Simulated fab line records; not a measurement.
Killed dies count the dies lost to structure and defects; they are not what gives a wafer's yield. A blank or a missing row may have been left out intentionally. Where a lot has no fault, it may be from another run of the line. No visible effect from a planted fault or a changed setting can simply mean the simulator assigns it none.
Which tool did it? | flow gf180mcu | 13 lots with 39 wafers sampled at 4 steps, on a route of 602 steps

== WHAT THE GAUGES READ, wafer by wafer ==
GF_MVSD_TW_MEAS_11.
lot  | measured     | on           | MVSD_TW
L411 | day 4 20:26  | filmMetro-04 | 1580 1574 1583
L412 | day 5 01:52  | filmMetro-01 | 1572 1589 1587
L416 | day 6 00:58  | filmMetro-03 | 1601 1594 1602
L419 | day 6 17:22  | filmMetro-04 | 1633 1640 1635
L420 | day 6 23:22  | filmMetro-01 | 1629 1630 1645
L423 | day 7 15:16  | filmMetro-03 | 1603 1603 1597
L425 | day 8 02:28  | filmMetro-01 | 1576 1578 1578
L426 | day 8 08:26  | filmMetro-03 | 1589 1595 1577
L427 | day 8 13:22  | filmMetro-03 | 1590 1586 1595
L428 | day 8 21:43  | filmMetro-04 | 1580 1584 1576
L430 | day 9 07:55  | filmMetro-01 | 1576 1580 1583
L432 | day 9 19:35  | filmMetro-03 | 1590 1595 1597
L433 | day 10 02:34 | filmMetro-03 | 1595 1598 1590

GF_VT_IMPLANT_RS_MEAS_46: measures by four-point-probe.
lot  | measured     | on           | MVSD_RS (ohm/sq)
L411 | day 8 01:58  | filmMetro-04 | 455.6 456.6 455.2
L412 | day 8 06:44  | filmMetro-04 | 456.4 455.8 456.0
L416 | day 9 11:17  | filmMetro-04 | 458.3 457.9 457.9
L419 | day 10 06:25 | filmMetro-04 | 401.1 401.7 400.4
L420 | day 10 13:58 | filmMetro-01 | 401.2 401.7 402.0
L423 | day 11 09:05 | filmMetro-01 | 456.8 456.5 457.2
L425 | day 11 20:25 | filmMetro-03 | 454.6 455.1 454.7
L426 | day 12 04:44 | filmMetro-04 | 457.6 456.6 457.3
L427 | day 12 09:58 | filmMetro-03 | 454.0 454.2 455.3
L428 | day 12 18:41 | filmMetro-01 | 455.7 455.9 457.7
L430 | day 13 06:58 | filmMetro-01 | 457.1 457.0 456.1
L432 | day 13 21:29 | filmMetro-04 | 454.8 455.1 454.7
L433 | day 14 05:38 | filmMetro-04 | 457.3 456.3 456.7

GF_SAB_THK_MEAS_01.
lot  | measured     | on           | SAB_CVD_00_THK (nm)
L411 | day 15 00:35 | filmMetro-04 | 50.4 51.2 50.1
L412 | day 15 07:21 | filmMetro-01 | 49.9 49.8 50.7
L416 | day 16 20:59 | filmMetro-04 | 50.4 50.6 51.3
L419 | day 17 15:26 | filmMetro-01 | 49.1 50.6 51.0
L420 | day 18 05:47 | filmMetro-01 | 49.6 49.9 50.2
L423 | day 19 03:45 | filmMetro-01 | 49.4 50.0 50.8
L425 | day 19 19:11 | filmMetro-04 | 48.7 49.2 49.8
L426 | day 20 03:59 | filmMetro-01 | 48.6 49.6 50.2
L427 | day 20 12:25 | filmMetro-01 | 49.4 49.6 50.2
L428 | day 20 18:41 | filmMetro-04 | 49.3 49.4 49.4
L430 | day 21 12:11 | filmMetro-04 | 50.3 50.7 51.9
L432 | day 22 04:11 | filmMetro-02 | 49.6 50.2 50.0
L433 | day 22 13:07 | filmMetro-04 | 49.4 50.3 49.9

== EACH LOT AND THE TOOL THAT RAN IT (in order: tool; ch and the chambers of the sampled wafers; start) ==
lot  | GF_MVSD_IMPLANT_09
L411 | implanter-02 ch 0, day 4 20:13
L412 | implanter-02 ch 0, day 5 01:38
L416 | implanter-03 ch 0, day 6 00:44
L419 | implanter-02 ch 0, day 6 16:40
L420 | implanter-03 ch 0, day 6 22:25
L423 | implanter-02 ch 0, day 7 15:02
L425 | implanter-02 ch 0, day 8 02:13
L426 | implanter-02 ch 0, day 8 08:12
L427 | implanter-04 ch 0, day 8 13:07
L428 | implanter-04 ch 0, day 8 21:26
L430 | implanter-03 ch 0, day 9 07:40
L432 | implanter-04 ch 0, day 9 19:20
L433 | implanter-02 ch 0, day 10 02:19
- GF_MVSD_IMPLANT_09

== AS READ BY THE TOOLS THEMSELVES (means over the sampled wafers that have a number; for cases with no such wafer, the mark the record gives instead) ==
The record holds no such reading with a usual standard deviation.

== THE ANSWER, worked out from the rows above alone ==
Rule: the usual values come from the lots themselves. The widest of any qualifying gaps counts: lots, ordered by their means at a reading, are off when they make up no more than a third of the lots, leave a main group of 4 or more, and stand apart from it by 3 or more times the standard deviation of that group's means. A main group whose means are all the same, to the digits that the tables above print for the reading, isn't used. A lot without any number at a reading at which 4 lots or more have one is off too. Any other lot the step has rows for is counted as sound. The gauges are gone through in route order, then the tools' own readings, and for those a lot's mean is taken as printed above. The first step at which some lot is off is used, and at that step the reading that is off furthest; a lot without a number counts as furthest.
Off: L419, L420, seen at GF_MVSD_TW_MEAS_11 (MVSD_TW). The main group: mean 1588, standard deviation 8.1.
A tool fits if, at a process step before that reading, it ran every lot that is off, and no sound lot after the first of them. Gauges at GF_MVSD_TW_MEAS_11: tried the same way as those tools. No candidate that was tried fits.

== WHAT WAS PUT IN BY THE SIMULATOR ==
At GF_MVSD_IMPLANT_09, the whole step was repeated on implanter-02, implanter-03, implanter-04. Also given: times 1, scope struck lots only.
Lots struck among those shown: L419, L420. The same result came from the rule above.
